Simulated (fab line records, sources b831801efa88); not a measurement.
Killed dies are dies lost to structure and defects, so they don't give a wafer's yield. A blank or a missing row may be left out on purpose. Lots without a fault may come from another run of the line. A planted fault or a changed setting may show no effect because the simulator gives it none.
fab line records | flow sky130
record lots=4 wafers=12 last_day=50
route steps=708 shown CAP2M@605 METAL4@621 VIA4@639 PAD_OPEN@708
lots that met no fault: from a run of the same line without faults
start_h: hours from the record's first day to the start of the lot's first wafer shown | wait_h: hours since the lot's step before | " the same as in the row above | L1.1+2: a row that stands for several wafers | - no value, or no start given | * or withheld: withheld | < > ~ a bound
route shown NAME@n: a module of which the file shows steps, and the number in the route of the first | usual: mean/standard deviation of fault-free wafers | same: alike in all rows | chamber/n: place in a boat | sites: the reading at each site | _std_site: their standard deviation | _edge_site: outer sites' mean less inner sites' | radius_mm: how far each site lies from the wafer's centre | mask NAME#n: copy n | behind: the tool/chamber that last shaped the wafer | hold: why the lot was held/for how many hours/how that ended | device: the transistor (n, p or np) that didn't switch | end of line: the same wafers' tests at the end of the route | a step without rows: its recipe alone | killed: dies lost to structure and defects at the first sort, not the wafer's yield | map: a wafer's dies, x killed, . not, _ none there
set.NAME: the setting as run; set.NAME@STEP: as run at that earlier step | model.NAME: the simulator's own value behind a step, which no gauge read
lots at some steps of the route; a table a step, a row a wafer
## steps
# step SKY_CAP2M_SPUTTER_02
# recipe material=TiN target_thk_nm=200 temp_c=300 power_w=6500 time_s=166.7 chamber_pressure_pa=0.4
# step SKY_CAP2M_DEHYDRATE_05
# recipe temp_c=200 time_s=60
# step SKY_CAP2M_HMDS_06
# recipe prime_time_s=60 prime_temp_c=120
# step SKY_CAP2M_COAT_07
# recipe resist=NOVOLAK spin_rpm=3000 resist_thk_nm=1140
# step SKY_CAP2M_SOFTBAKE_08
# recipe temp_c=90 time_s=60 resist=NOVOLAK
# step SKY_CAP2M_EXPOSE_09
# recipe mask_id=CAP2M na=0.6 source_shape=conventional sigma_outer=0.6 polarization=unpolarized target_cd_nm=1000 dose_mj=159
# step SKY_CAP2M_PEB_10
# recipe temp_c=withheld time_s=* resist=NOVOLAK
# step SKY_CAP2M_DEVELOP_11
# recipe resist=NOVOLAK developer=TMAH develop_time_s=60 dev_temp_c=23
# step SKY_CAP2M_METAL_ETCH_13
# recipe target_depth_nm=220 stop_on=SiO2 chemistry=Cl2/BCl3 target=TiN pressure_mtorr=10 icp_w=900 bias_w=48.5 Cl2_flow_sccm=60 bcl3_flow_sccm=30 time_s=62.9
# step SKY_CAP2M_STRIP_14
# recipe chemistry=O2/N2 power_w=1400 pressure_mtorr=1500 platen_temp_c=withheld o2_flow_sccm=3000 n2_flow_sccm=300 overash_fraction=0.5
# usual drypump_motor_current_A=5.5/0.34 oes_product_au=0.711/0.0043 strip_time_to_endpoint_s=12.67/0.04
# same overash_fraction=0.5
# columns lot.wafer tool chamber start_h wait_h drypump_motor_current_A oes_product_au rf_hours_counter_h strip_time_to_endpoint_s
L267.2 plasma_asher-04 1 1033.88 0.1 5.4 0.709 29 12.64
L267.4 " 0 " " 5.3 0.710 - 12.68
L267.6 " 1 " " 5.3 0.705 - 12.68
L269.3 plasma_asher-04 1 1049.26 0.1 5.3 0.717 - 12.69
L269.4 " 0 " " 5.3 0.713 - 12.66
L269.5 " 1 " " 5.3 0.709 - 12.70
L277.1 plasma_asher-02 0 1094.45 0.1 5.5 0.714 67 12.75
L277.2 " 1 " " 5.5 0.712 67 12.73
L277.6 " 1 " " 5.4 0.701 - 12.69
L279.2 plasma_asher-04 1 1101.75 0.1 5.3 0.704 36 12.69
L279.4 " 0 " " 5.3 0.717 - 12.72
L279.5 " 1 " " 5.3 0.709 - 12.65
# step SKY_CAP2M_STRIP_15
# recipe chemistry=post_etch_residue_remover time_s=1200 temp_c=72.5
# step SKY_CAP2M_CLEAN_16
# recipe chemistry=IPA time_s=180 temp_c=25
# step SKY_CAP2M_CLEAN_17
# recipe chemistry=O3/DIW dry=n2_spin
# step SKY_METAL4_DEHYDRATE_05
# recipe temp_c=200 time_s=60
# step SKY_METAL4_HMDS_06
# recipe prime_time_s=60 prime_temp_c=120
# step SKY_METAL4_COAT_07
# recipe resist=BARC temp_c=withheld time_s=withheld spin_rpm=3000 resist_thk_nm=60
# step SKY_METAL4_COAT_08
# recipe resist=KrF-thick spin_rpm=3000 resist_thk_nm=1140
# step SKY_METAL4_SOFTBAKE_09
# recipe temp_c=100 time_s=90 resist=KrF-thick
# step SKY_METAL4_EXPOSE_10
# recipe mask_id=MM4 na=0.68 source_shape=annular sigma_inner=0.4 sigma_outer=0.8 target_cd_nm=300 dose_mj=28
# step SKY_METAL4_PEB_11
# recipe peb_temp_c=withheld peb_time_s=withheld resist=KrF-thick
# step SKY_METAL4_DEVELOP_12
# recipe develop_time_s=60 resist=KrF-thick dev_temp_c=21
# step SKY_METAL4_DESCUM_15
# recipe chemistry=O2 source_power_w=150 bias_power_w=0 pressure_mtorr=10 temp_c=40 time_s=8
# step SKY_METAL4_ETCH_16
# recipe chemistry=N2/H2 target=BARC ion_energy_ev=200 bias_w=100 pressure_mtorr=30 n2_flow_sccm=100 h2_flow_sccm=200 icp_w=500 stop_on=SiO2 time_s=88.2 target_depth_a=600
# step SKY_METAL4_ETCH_17
# recipe target=SiO2 stop_on=TiN chemistry=C4F8/O2/Ar source_w=1500 bias_w=1200 pressure_mtorr=40 c4f8_flow_sccm=withheld O2_flow_sccm=6 Ar_flow_sccm=300 time_s=3.9 target_depth_a=150
# step SKY_METAL4_METAL_ETCH_18
# recipe target_depth_a=8450 stop_on=SiO2 over_etch_frac=0.3 time_s=183.1 chemistry=Cl2/BCl3 resist_sidewall_deg=88 pressure_mtorr=10 icp_w=900 bias_w=48.5 Cl2_flow_sccm=60 bcl3_flow_sccm=30
# step SKY_METAL4_STRIP_19
# recipe chemistry=O2/N2 power_w=1400 pressure_mtorr=1500 platen_temp_c=withheld o2_flow_sccm=3000 n2_flow_sccm=300 overash_fraction=0.5
# step SKY_METAL4_STRIP_20
# recipe chemistry=post_etch_residue_remover time_s=1200 temp_c=72.5
# step SKY_METAL4_CLEAN_21
# recipe chemistry=IPA time_s=180 temp_c=25
# step SKY_METAL4_CLEAN_22
# recipe chemistry=O3/DIW dry=n2_spin
# step SKY_VIA4_HDPCVD_00
# recipe material=SiO2 target_thk_nm=1750 sigma_open_frac=0.3 time_s=291.7 temp_c=400 sih4_flow_sccm=60 pressure_mtorr=6
# step SKY_VIA4_CMP_02
# recipe material=SiO2 down_force_psi=4 platen_rpm=60 pad_velocity_m_s=0.94248
# step SKY_VIA4_DEHYDRATE_04
# recipe temp_c=200 time_s=60
# step SKY_VIA4_HMDS_05
# recipe prime_time_s=60 prime_temp_c=120
# step SKY_VIA4_COAT_06
# recipe resist=NOVOLAK spin_rpm=3000 resist_thk_nm=1140
# step SKY_VIA4_SOFTBAKE_07
# recipe temp_c=90 time_s=60 resist=NOVOLAK
# step SKY_PAD_OPEN_PROBE_99
# usual defect_limited_yield=82.9/1.7 killed_at_M0_to_M3=42/6.1 killed_at_M4_up=3.4/2 killed_at_contacts=23/4.8 killed_at_front_end=15/3.8 killed_at_other=0.3/0.48 killed_dies=84/8.5 killed_open=46/6.8 killed_short=38/6.2 sort_bin_3_pad_short=0.8/0.42 sort_bin_5_function=10.1/1.4 sort_bin_6_memory=6.2/0.99 sort_n_pass=408/8.5 sort_yield_pct=82.9/1.7
# same gross_dies=492 killed_at_back_side=0 sort_bin_4_leakage[%]=0 sort_bin_8_speed[%]=0
# columns lot.wafer tool chamber start_h wait_h defect_limited_yield[%] killed_at_M0_to_M3 killed_at_M4_up killed_at_contacts killed_at_front_end killed_at_other killed_dies killed_open killed_short sort_bin_3_pad_short[%] sort_bin_5_function[%] sort_bin_6_memory[%] sort_n_pass sort_yield_pct[%] model.etest.tester.sort_n_pass model.etest.tester.sort_yield_pct model.etest.tester.sort_bin_5_pct model.etest.tester.sort_bin_3_pct
L267.2 prober-02 - 1144.93 0.1 75.6 32 2 17 9 60 120 32 28 3.0 17.3 4.1 372 75.6 372 75.61 17.28 3.049
L267.4 prober-02 - 1145.03 0.2 82.3 48 3 18 17 1 87 38 47 1.0 11.0 5.7 405 82.3 405 82.32 10.98 1.016
L267.6 prober-02 - 1145.13 0.2 74.0 37 0 13 16 62 128 32 34 5.1 15.2 5.7 364 74.0 364 73.98 15.24 5.081
L269.3 prober-02 - 1156.77 0.2 69.5 43 7 22 12 66 150 55 28 3.0 19.7 7.7 342 69.5 342 69.51 19.72 3.049
L269.4 prober-02 - 1156.82 0.2 80.1 50 8 24 15 1 98 57 40 0.6 14.2 5.1 394 80.1 394 80.08 14.23 0.6098
L269.5 prober-02 - 1156.87 0.2 69.5 37 5 26 18 64 150 51 35 3.7 18.5 8.3 342 69.5 342 69.51 18.5 3.659
L277.1 prober-01 - 1192.17 0.1 85.8 39 4 16 11 0 70 40 30 0.4 8.1 5.7 422 85.8 422 85.77 8.13 0.4065
L277.2 prober-01 - 1192.22 0.1 83.1 41 1 25 16 0 83 35 48 0.8 9.8 6.3 409 83.1 409 83.13 9.756 0.813
L277.6 prober-01 - 1192.42 0.2 80.3 47 4 25 20 1 97 53 43 0 13.0 6.7 395 80.3 395 80.28 13.01 0
L279.2 prober-01 - 1198.08 0.1 83.1 41 1 20 21 0 83 45 38 0.6 10.6 5.7 409 83.1 409 83.13 10.57 0.6098
L279.4 prober-01 - 1198.18 0.2 82.1 45 2 25 15 1 88 43 44 0.6 10.2 7.1 404 82.1 404 82.11 10.16 0.6098
L279.5 prober-01 - 1198.23 0.2 82.7 39 2 25 19 0 85 42 42 1.0 8.7 7.5 407 82.7 407 82.72 8.74 1.016
# killed by level:class
L267.2 CAP2M:unspecified=60 CONTACT:geometric_particle:open=7 METAL1:geometric_particle:short=7 LI_CONTACT:geometric_particle:open=5 VIA1:geometric_particle:open=5 VIA1:geometric_particle:short=5 CONTACT:geometric_particle:short=3 METAL1:geometric_particle:open=3
L267.4 METAL2:geometric_particle:short=12 VIA1:geometric_particle:open=9 VIA2:geometric_particle:open=8 POLY_GATE:geometric_particle:open=6 LI_CONTACT:geometric_particle:open=6 METAL1:geometric_particle:short=6 LOCAL_INTERCONNECT:geometric_particle:short=5 CONTACT:geometric_particle:short=5
L267.6 CAP2M:unspecified=62 VIA1:geometric_particle:open=9 FIELD_ISO:geometric_particle:short=7 METAL2:geometric_particle:short=7 LI_CONTACT:geometric_particle:open=5 FIELD_ISO:geometric_particle:open=4 VIA1:geometric_particle:short=4 VIA2:geometric_particle:open=4
L269.3 CAP2M:unspecified=66 VIA1:geometric_particle:open=14 CONTACT:geometric_particle:open=9 VIA2:geometric_particle:open=8 POLY_GATE:geometric_particle:open=4 LI_CONTACT:geometric_particle:open=4 CONTACT:geometric_particle:short=4 METAL2:geometric_particle:short=4
L269.4 VIA1:geometric_particle:open=16 CONTACT:geometric_particle:open=11 VIA2:geometric_particle:open=11 METAL1:geometric_particle:short=7 LI_CONTACT:geometric_particle:short=6 VIA3:geometric_particle:open=6 FIELD_ISO:geometric_particle:short=5 FIELD_ISO:geometric_particle:open=4
L269.5 CAP2M:unspecified=64 CONTACT:geometric_particle:open=12 VIA1:geometric_particle:open=11 LI_CONTACT:geometric_particle:open=6 VIA3:geometric_particle:open=6 CONTACT:geometric_particle:short=5 METAL2:geometric_particle:short=5 FIELD_ISO:geometric_particle:open=3
L277.1 VIA1:geometric_particle:open=12 CONTACT:geometric_particle:open=7 VIA2:geometric_particle:short=6 FIELD_ISO:geometric_particle:open=5 METAL2:geometric_particle:short=4 METAL1:geometric_particle:short=4 FIELD_ISO:geometric_particle:short=3 LI_CONTACT:geometric_particle:open=3
L277.2 VIA1:geometric_particle:short=8 LI_CONTACT:geometric_particle:open=7 CONTACT:geometric_particle:open=7 METAL2:geometric_particle:short=7 LOCAL_INTERCONNECT:geometric_particle:short=6 FIELD_ISO:geometric_particle:short=5 METAL1:geometric_particle:short=5 VIA2:geometric_particle:open=5
L277.6 VIA1:geometric_particle:open=15 VIA2:geometric_particle:open=10 CONTACT:geometric_particle:open=7 FIELD_ISO:geometric_particle:open=6 CONTACT:geometric_particle:short=6 LOCAL_INTERCONNECT:geometric_particle:short=6 POLY_GATE:geometric_particle:short=5 LI_CONTACT:geometric_particle:short=4
L279.2 VIA1:geometric_particle:open=9 FIELD_ISO:geometric_particle:short=8 METAL2:geometric_particle:short=7 VIA2:geometric_particle:open=7 FIELD_ISO:geometric_particle:open=6 CONTACT:geometric_particle:open=6 LI_CONTACT:geometric_particle:open=5 VIA3:geometric_particle:open=5
L279.4 VIA3:geometric_particle:open=9 CONTACT:geometric_particle:open=8 LOCAL_INTERCONNECT:geometric_particle:short=7 VIA1:geometric_particle:open=6 VIA2:geometric_particle:short=6 VIA2:geometric_particle:open=6 LI_CONTACT:geometric_particle:open=5 FIELD_ISO:geometric_particle:open=4
L279.5 CONTACT:geometric_particle:open=10 METAL1:geometric_particle:short=9 VIA3:geometric_particle:open=7 CONTACT:geometric_particle:short=6 VIA2:geometric_particle:open=6 VIA1:geometric_particle:open=6 LI_CONTACT:geometric_particle:open=5 FIELD_ISO:geometric_particle:short=4
# map L267.6 (x killed, . not)
__________.........._________
________...x..x......x_______
______..x......x......x._____
_____..............x.....____
____...xx...x........x.x..___
___..x....x.x......xxx.....__
__.xx...xxx.....x...xx.xx.xx_
_..x.x...x........xxxxxxxxxxx
_..................xxxxxxxxx.
_...x...x.....x.x..xxxxxxxxx.
_.....x......x.x.x.xxxxxxxxxx
_x.x....x.....x...xxxxxxxxx..
_.x.................xxxxxxx..
_.....x............x...xx....
_.....x.....x..........x.x..x
__..x....x.................._
___.x....xx...........x.x..__
____.x.......x.....x......___
_____..........x....x....____
______....x..xx........._____
________....x.x..x...._______
__________.........._________
# map L269.3 (x killed, . not)
__________.....x.x.._________
________x............._______
______..x..x....x.x....x_____
_____.......xx...x.xxx..x____
____.x....x...............___
___.....x..x..............x__
__.x............x...xxxxxx.._
_..........x.x...xxxxxxxxxxx.
_...xxx.....x....x..xxxxxxxx.
_x...........x...xxxxxxxxxxxx
_.....x....xx.....xxxxxxxxxx.
_...x........x...x.xxxxxxxxx.
_.x..x....xx......xxxxxxx.x.x
_x..........x.....xxx.xx.....
_...xx............x..x.x.xx..
__..x....x...x......x......x_
___...x..xx.....xxx......x.__
____x.......x.............___
_____................xx..____
______.....x..xx.x.xxxx._____
________...xx....x..x._______
__________...x...x.._________
## key
first_sign step=SKY_PAD_OPEN_PROBE_99 reading=killed_at_other direction=up sigmas=63 usual=0.3 struck=63
effect step=SKY_PAD_OPEN_PROBE_99 reading=sort_bin_3_pad_short direction=up sigmas=6.9 usual=0.8 struck=3.7
model_effect step=SKY_PAD_OPEN_PROBE_99 value=etest.tester.sort_n_pass without=408.2 struck=355
met_at SKY_CAP2M_STRIP_14
struck_wafers L267.2,L267.6,L269.3,L269.5
fault kind=chamber_particle_source tool=plasma_asher-04 chamber=1 onset_h=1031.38 steps=SKY_CAP2M_STRIP_14 rate_per_visit_cm2=1.4961 end_h=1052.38
